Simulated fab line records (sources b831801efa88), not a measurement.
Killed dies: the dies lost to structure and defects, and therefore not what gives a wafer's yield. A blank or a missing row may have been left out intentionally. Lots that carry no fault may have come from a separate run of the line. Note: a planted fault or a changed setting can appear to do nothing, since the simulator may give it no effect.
Struck lot and sound lot, side by side :: flow gf180mcu :: 29 steps out of a route of 602
Sound: the wafers L168.2, L168.4, L168.6. The struck wafers were L179.4, L179.5, L179.6. The cause is given at the end.
Order at every step that has rows: each side's tool, ch and its chambers, its first start. Under that, the readings that differ: sound wafers :: struck wafers :: difference of the means :: sigmas: that difference in standard deviations of wafers without a fault.
alike: readings with means less than 2 such deviations apart, plus words and numbers identical on both sides. not compared: withheld readings, readings lacking a value on some wafer, bounds such as >300 that could conceal the same value, and numbers that have no deviation in the record and whose values overlap.
Wherever a step has rows on one side only, a row that says differs or no value, or a row with sigmas, the two part there. Non-overlapping numbers with no deviation appear without sigmas and do not part them. A reading missing from all wafers of one side parts the sides only when that side holds two or more wafers.

first, 7 steps without rows for these wafers: GF_HV_LDD_DEHYDRATE_24 (time 60 s); GF_HV_LDD_HMDS_25 (prime time 60 s); GF_HV_LDD_COAT_26 (resist thk 1000 nm); GF_HV_LDD_SOFTBAKE_27 (time 60 s); GF_HV_LDD_EXPOSE_28 (exposes mask Nplus HV AREA, target cd 400 nm); GF_HV_LDD_PEB_29; GF_HV_LDD_DEVELOP_30 (develop time 60 s).
GF_HV_LDD_CD_MEAS_31: the cd target is 400 nm.
  sound on cd_sem-02, day 13 11:29; struck on cd_sem-01, day 17 00:01
  alike: cd_nm
GF_HV_LDD_OVL_MEAS_32:
  sound on overlay-02, day 13 11:35; struck on overlay-02, day 17 00:06
reading: HV_LDD_02_OVL (nm)
sound: 1.5 2.7 1.2
struck: -0.4 -0.4 -1.4
difference: -2.5
sigmas: -2
then, 3 steps without rows for these wafers: GF_HV_LDD_IMPLANT_33; GF_HV_LDD_IMPLANT_34; GF_HV_LDD_IMPLANT_35.
GF_HV_LDD_IMPLANT_36:
  sound on implanter-03 ch 0, day 13 12:05; struck on implanter-03, day 17 00:38
  no value came back on the struck wafers for beam_energy_keV, beam_on_s (s), end_station_pressure_torr (Torr); on the sound wafers beam_energy_keV reads 60.013 60.019 60.024
GF_HV_LDD_STRIP_37: strips in O2/N2.
  sound on plasma_asher-01 ch 0, day 13 12:13; struck on plasma_asher-01 ch 0,1, day 17 00:45
  alike: drypump_motor_current_A, heater_power_w, oes_product_au, strip_time_to_endpoint_s
  not compared: rf_hours_counter_h
GF_HV_LDD_TW_MEAS_38:
  sound on film_metro-03, day 13 12:20; struck on film_metro-01, day 17 01:09
reading: HV_LDD_3_TW
sound: 1438 1447 1444
struck: 1323 1324 1326
difference: -119
sigmas: -18
  not compared: hold
then, 6 steps without rows for these wafers: GF_HV_LDD_HMDS_40 (prime time 60 s); GF_HV_LDD_COAT_41 (resist thk 1000 nm); GF_HV_LDD_SOFTBAKE_42 (time 60 s); GF_HV_LDD_EXPOSE_43 (exposes mask Pplus HV AREA, target cd 400 nm); GF_HV_LDD_PEB_44; GF_HV_LDD_DEVELOP_45 (develop time 60 s).
GF_HV_LDD_CD_MEAS_46: the cd target is 400 nm.
  sound on cd_sem-01, day 14 09:01; struck on cd_sem-02, day 18 00:30
  alike: cd_nm
GF_HV_LDD_OVL_MEAS_47:
  sound on overlay-01, day 14 09:07; struck on overlay-01, day 18 00:34
  alike: HV_LDD_03_OVL
next, for these wafers, 1 step has no rows: GF_HV_LDD_IMPLANT_48.
GF_HV_LDD_STRIP_49: strips in O2/N2.
  sound on plasma_asher-01 ch 0,1, day 14 09:17; struck on plasma_asher-03 ch 0,1, day 18 00:47
  alike: drypump_motor_current_A, heater_power_w, oes_product_au, strip_time_to_endpoint_s
  not compared: rf_hours_counter_h
GF_HV_LDD_TW_MEAS_50:
  sound on film_metro-04, day 14 09:24; struck on film_metro-03, day 18 00:52
  alike: HV_LDD_4_TW
then, 1 step without rows for these wafers: GF_HV_LDD_CLEAN_51 (cleans in SC1/SC2, time 150 s).
GF_HV_LDD_RTA_52: time 10 s.
  sound on rtp_anneal-01 ch 0, day 14 09:31; struck on rtp_anneal-02 ch 0, day 18 00:59
reading: lamp_power_pct (%)
sound: 40 40 40
struck: 33 33 33
difference: -7
sigmas: -2
  alike: wafer_temp_C_max
GF_HV_LDD_RS_MEAS_53: measurement is done with a four-point probe.
  sound on film_metro-04, day 14 09:35; struck on film_metro-03, day 18 01:22
reading: HV_LDD_RS (ohm/sq)
sound: 417.4 417.4 417.2
struck: 440.3 439.5 439.9
difference: +22.6
sigmas: +21
  not compared: hold

## WHERE THEY PART
Last at GF_HV_LDD_RS_MEAS_53 as far as this record goes, first at GF_HV_LDD_OVL_MEAS_32.

WHY: the cause the simulator had injected
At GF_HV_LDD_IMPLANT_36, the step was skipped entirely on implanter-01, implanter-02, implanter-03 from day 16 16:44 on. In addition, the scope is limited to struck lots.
